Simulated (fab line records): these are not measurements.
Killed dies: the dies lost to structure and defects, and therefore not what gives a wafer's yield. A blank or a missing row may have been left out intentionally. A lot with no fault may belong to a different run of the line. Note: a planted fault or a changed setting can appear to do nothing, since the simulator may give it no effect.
Which tool did it? -- flow gf180mcu -- Sampling: 10 lots, 30 wafers, 6 of 602 route steps

WHAT EACH GAUGE READ, for each wafer
GF_PSD_TW_MEAS_11.
lot,measured,on,PSD_TW
L721,day 15 17:12,film-metro-02,3143 3172 3152
L724,day 16 08:46,film-metro-03,3185 3188 3205
L726,day 16 21:02,film-metro-02,2920 2896 2921
L728,day 17 17:55,film-metro-04,2959 2960 2946
L729,day 18 01:57,film-metro-02,2944 2939 2937
L734,day 19 21:43,film-metro-04,3182 3156 3169
L736,day 20 16:20,film-metro-03,3201 3206 3185
L737,day 21 00:47,film-metro-02,3162 3164 3174
L739,day 21 11:40,film-metro-02,3151 3174 3162
L740,day 21 20:54,film-metro-02,3161 3156 3166

GF_PSD_RS_MEAS_15: the measuring method here is four-point-probe.
lot,measured,on,PSD_RS (ohm/sq)
L721,day 15 17:32,film-metro-04,108.37 108.39 108.25
L724,day 16 09:05,film-metro-04,108.72 108.52 108.61
L726,day 16 21:25,film-metro-04,128.30 128.29 128.76
L728,day 17 18:14,film-metro-02,128.59 129.09 128.77
L729,day 18 02:16,film-metro-04,128.18 128.16 127.74
L734,day 19 22:01,film-metro-04,108.61 108.39 108.43
L736,day 20 16:44,film-metro-03,108.71 108.31 108.68
L737,day 21 01:09,film-metro-03,108.30 108.58 108.42
L739,day 21 12:01,film-metro-04,108.84 108.50 108.36
L740,day 21 21:13,film-metro-04,108.27 108.11 108.39

GF_SAB_OVL_MEAS_10.
lot,measured,on,SAB_OVL (nm)
L721,day 16 15:45,overlay-01,-1.4 -1.6 1.1
L724,day 17 07:43,overlay-01,-0.1 -2.1 -2.7
L726,day 17 20:05,overlay-02,-1.8 -1.9 -0.5
L728,day 18 17:31,overlay-01,-2.9 -1.2 -2.7
L729,day 19 02:02,overlay-01,-1.5 -2.0 -1.5
L734,day 20 22:30,overlay-02,-0.9 -1.5 -1.2
L736,day 21 16:34,overlay-01,-0.8 1.9 0.4
L737,day 22 01:22,overlay-01,-1.4 0.4 -1.2
L739,day 22 11:03,overlay-02,-1.5 -3.4 -2.6
L740,day 22 20:20,overlay-01,1.9 1.0 2.4

WHAT TOOL EACH LOT RAN ON (gives the tool, then ch and the chambers of the sampled wafers, and finally the start)
lot,GF_NSD_STRIP_11,GF_PSD_IMPLANT_09,GF_PSD_STRIP_10
L721,"plasma-asher-01 ch 0,1, day 14 19:48","implanter-03 ch 0, day 15 16:59","plasma-asher-01 ch 0,1, day 15 17:06"
L724,"plasma-asher-02 ch 0,1, day 15 10:16","implanter-03 ch 0, day 16 08:32","plasma-asher-03 ch 0,1, day 16 08:40"
L726,"plasma-asher-01 ch 0,1, day 15 22:33","implanter-03 ch 0, day 16 20:49","plasma-asher-03 ch 0,1, day 16 20:57"
L728,"plasma-asher-03 ch 0,1, day 16 18:52","implanter-03 ch 0, day 17 17:40","plasma-asher-04 ch 0,1, day 17 17:49"
L729,"plasma-asher-01 ch 0,1, day 17 04:16","implanter-03 ch 0, day 18 01:43","plasma-asher-04 ch 0,1, day 18 01:50"
L734,"plasma-asher-01 ch 0,1, day 18 21:40","implanter-01 ch 0, day 19 21:28","plasma-asher-01 ch 0,1, day 19 21:37"
L736,"plasma-asher-03 ch 0,1, day 19 16:15","implanter-04 ch 0, day 20 16:07","plasma-asher-04 ch 0,1, day 20 16:14"
L737,"plasma-asher-01 ch 0,1, day 20 00:55","implanter-03 ch 0, day 21 00:32","plasma-asher-04 ch 0,1, day 21 00:41"
L739,"plasma-asher-01 ch 0,1, day 20 11:27","implanter-03 ch 0, day 21 11:28","plasma-asher-01 ch 0,1, day 21 11:34"
L740,"plasma-asher-03 ch 0,1, day 20 20:34","implanter-04 ch 0, day 21 20:40","plasma-asher-03 ch 0,1, day 21 20:47"
- GF_NSD_STRIP_11: strips in O2/N2.
- GF_PSD_IMPLANT_09
- GF_PSD_STRIP_10: strips in O2/N2.

AS READ BY THE TOOLS THEMSELVES (means over the sampled wafers that have a number; for cases with no such wafer, the mark the record gives instead)
GF_NSD_STRIP_11.
lot,tool,drypump-motor-current-A (A),heater-power-w (W),n2-flow-sccm (sccm),oes-product-au (a.u.),strip-time-to-endpoint-s (s)
L721,plasma-asher-01,6.6,361,300.5,0.489,23.05
L724,plasma-asher-02,6.1,336,300.3,0.486,23.10
L726,plasma-asher-01,6.6,360,300.9,0.486,23.08
L728,plasma-asher-03,5.0,366,301.4,0.492,23.11
L729,plasma-asher-01,6.5,357,300.4,0.487,23.09
L734,plasma-asher-01,6.5,358,299.7,0.490,23.04
L736,plasma-asher-03,5.2,369,299.0,0.487,23.09
L737,plasma-asher-01,6.5,356,300.5,0.490,23.09
L739,plasma-asher-01,6.6,360,300.1,0.489,23.06
L740,plasma-asher-03,5.0,344,301.3,0.488,23.13

GF_PSD_IMPLANT_09.
lot,tool,dose-ions-cm2,end-station-pressure-torr (Torr),faraday-current-uA
L721,implanter-03,1.4991e+15,1.14e-05,8272
L724,implanter-03,1.4994e+15,1.18e-05,8293
L726,implanter-03,1.0681e+15,9.73e-06,5969
L728,implanter-03,1.0698e+15,9.70e-06,5866
L729,implanter-03,1.0680e+15,1.02e-05,5977
L734,implanter-01,1.4989e+15,1.20e-05,8253
L736,implanter-04,1.5011e+15,1.13e-05,8137
L737,implanter-03,1.5000e+15,1.15e-05,8173
L739,implanter-03,1.4990e+15,1.14e-05,8412
L740,implanter-04,1.4993e+15,1.17e-05,8065

GF_PSD_STRIP_10.
lot,tool,drypump-motor-current-A (A),heater-power-w (W),n2-flow-sccm (sccm),oes-product-au (a.u.),strip-time-to-endpoint-s (s)
L721,plasma-asher-01,6.6,360,300.2,0.597,16.45
L724,plasma-asher-03,5.2,379,300.5,0.590,16.57
L726,plasma-asher-03,5.2,381,299.6,0.615,15.48
L728,plasma-asher-04,5.6,318,300.2,0.612,15.51
L729,plasma-asher-04,5.6,303,299.7,0.617,15.52
L734,plasma-asher-01,6.5,351,299.2,0.595,16.53
L736,plasma-asher-04,5.6,305,299.9,0.594,16.47
L737,plasma-asher-04,5.6,318,300.4,0.588,16.44
L739,plasma-asher-01,6.6,357,300.5,0.595,16.51
L740,plasma-asher-03,5.2,375,299.9,0.590,16.54

THE ANSWER, worked out from the rows above alone
Rule: usual is defined by the lots themselves. Put in order of their means at a reading, lots are off if they are a third of the lots or fewer, leave a main group of 4 or more, and stand apart from it by a gap of 3 or more times the standard deviation of the main group's means; of several such gaps the widest counts. A main group whose means are all the same, to the digits that the tables above print for the reading, isn't used. Also off: a lot with no number at a reading for which 4 or more lots have one. All remaining lots with rows at the step are treated as sound. Order of review: gauges by route order, followed by the tools' own readings, for which a lot's mean as printed above is used. The first step at which some lot is off is used, and at that step the reading that is off furthest; a lot without a number counts as furthest.
Off: L726, L728, L729, at GF_PSD_TW_MEAS_11 (PSD_TW). For the main group the mean is 3172 and the standard deviation 15.
A tool fits if, at a process step before that reading, it ran every lot that is off, and no sound lot after the first of them. The gauges at GF_PSD_TW_MEAS_11 aren't tried: what is off there is off at GF_PSD_IMPLANT_09 too, on other tools, and a gauge's error can't cause that. None of those tried fits.

WHAT WAS PUT IN BY THE SIMULATOR
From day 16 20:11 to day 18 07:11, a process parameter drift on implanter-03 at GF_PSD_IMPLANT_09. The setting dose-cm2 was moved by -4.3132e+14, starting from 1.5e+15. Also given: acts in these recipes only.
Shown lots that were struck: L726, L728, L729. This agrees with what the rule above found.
